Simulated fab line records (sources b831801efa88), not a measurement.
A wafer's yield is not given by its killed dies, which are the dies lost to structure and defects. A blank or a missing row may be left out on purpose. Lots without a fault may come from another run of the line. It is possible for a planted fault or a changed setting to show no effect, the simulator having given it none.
What tool caused it? + flow gf180mcu + 21 wafers sampled from 7 lots at 1 step of a route of 602

WHAT THE GAUGES READ, wafer by wafer
GF_PSD_OVL_MEAS_08.
| lot  | measured     | on         | PSD_OVL (nm)  |
|------|--------------|------------|---------------|
| L156 | day 14 23:15 | overlay-01 | -0.5 0.8 0.6  |
| L159 | day 15 17:13 | overlay-01 | -0.2 -0.6 0.0 |
| L161 | day 16 14:52 | overlay-02 | 0.6 0.6 -1.4  |
| L169 | day 19 15:51 | overlay-02 | -0.3 0.9 1.0  |
| L171 | day 20 10:07 | overlay-02 | 0.8 1.7 1.0   |
| L174 | day 21 05:49 | overlay-01 | 2.0 0.9 1.0   |
| L176 | day 22 01:28 | overlay-02 | 0.7 -1.1 -1.0 |

EACH LOT AND THE TOOL THAT RAN IT (in order: tool; ch and the chambers of the sampled wafers; start)
Record: no process step prior to these readings.

THE ANSWER, worked out from the rows above alone
Rule: the lots themselves supply what counts as usual. The widest of any qualifying gaps counts: lots, ordered by their means at a reading, are off when they make up no more than a third of the lots, leave a main group of 4 or more, and stand apart from it by 3 or more times the standard deviation of that group's means. A main group is skipped when, at the precision printed for the reading in the tables above, its means are all equal. A lot without any number at a reading at which 4 lots or more have one is off too. Any other lot the step has rows for is counted as sound.
Nothing can be told from this: no lot is off at any reading shown.

WHAT THE SIMULATOR HAD PUT IN
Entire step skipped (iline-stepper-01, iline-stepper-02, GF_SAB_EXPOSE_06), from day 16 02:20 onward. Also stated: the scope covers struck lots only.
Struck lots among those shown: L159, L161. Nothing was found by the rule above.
